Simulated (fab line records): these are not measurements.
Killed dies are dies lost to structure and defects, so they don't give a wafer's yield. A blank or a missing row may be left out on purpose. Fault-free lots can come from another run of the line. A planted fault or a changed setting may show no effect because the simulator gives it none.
Which tool is to blame?    flow gf180mcu    18 wafers from 6 lots sampled at 2 of the route's 602 steps

== WHAT EACH GAUGE READ, for each wafer ==
GF_SALICIDE_RS_MEAS_04: a four-point-probe measurement.
lot   measured      on            SALICIDE_TIN_RS (ohm/sq)
L139  day 15 11:52  filmMetro-01  16.4 16.6 16.5
L142  day 16 14:43  filmMetro-02  15.9 16.1 16.2
L145  day 17 18:20  filmMetro-02  16.6 16.8 16.6
L150  day 19 09:19  filmMetro-04  16.6 16.8 16.7
L156  day 21 12:09  filmMetro-02  16.7 16.6 16.8
L160  day 22 23:46  filmMetro-04  32.6 31.9 31.8

== EACH LOT AND THE TOOL THAT RAN IT (in order: tool; ch and the chambers of the sampled wafers; start) ==
lot   GF_SALICIDE_SPUTTER_02
L139  pvdSputter-01, day 15 11:49
L142  pvdSputter-01, day 16 14:39
L145  pvdSputter-01, day 17 18:15
L150  pvdSputter-03, day 19 09:15
L156  pvdSputter-03, day 21 12:05
L160  pvdSputter-01, day 22 23:43
- GF_SALICIDE_SPUTTER_02: material Co, target thk 10 nm, time 20 s.

== THE ANSWER, worked out from the rows above alone ==
Rule: usual is defined by the lots themselves. Put in order of their means at a reading, lots are off if they are a third of the lots or fewer, leave a main group of 4 or more, and stand apart from it by a gap of 3 or more times the standard deviation of the main group's means; of several such gaps the widest counts. If all means in a main group match to the digits the tables above print for the reading, that group is not used. Also off: a lot with no number at a reading for which 4 or more lots have one. Where the step has rows for the other lots, those lots are counted as sound.
Off: L160, seen at GF_SALICIDE_RS_MEAS_04 (SALICIDE_TIN_RS). The main group has a mean of 16.5 ohm/sq with a standard deviation of 0.24.
A tool fits if, at a process step before that reading, it ran every lot that is off, and no sound lot after the first of them. Those tools and the gauges at GF_SALICIDE_RS_MEAS_04 are tried in the same way. Can't be told from this: 2 tools fit, pvdSputter-01 at GF_SALICIDE_SPUTTER_02, filmMetro-04 at GF_SALICIDE_RS_MEAS_04.

== WHAT HAD BEEN PUT IN BY THE SIMULATOR ==
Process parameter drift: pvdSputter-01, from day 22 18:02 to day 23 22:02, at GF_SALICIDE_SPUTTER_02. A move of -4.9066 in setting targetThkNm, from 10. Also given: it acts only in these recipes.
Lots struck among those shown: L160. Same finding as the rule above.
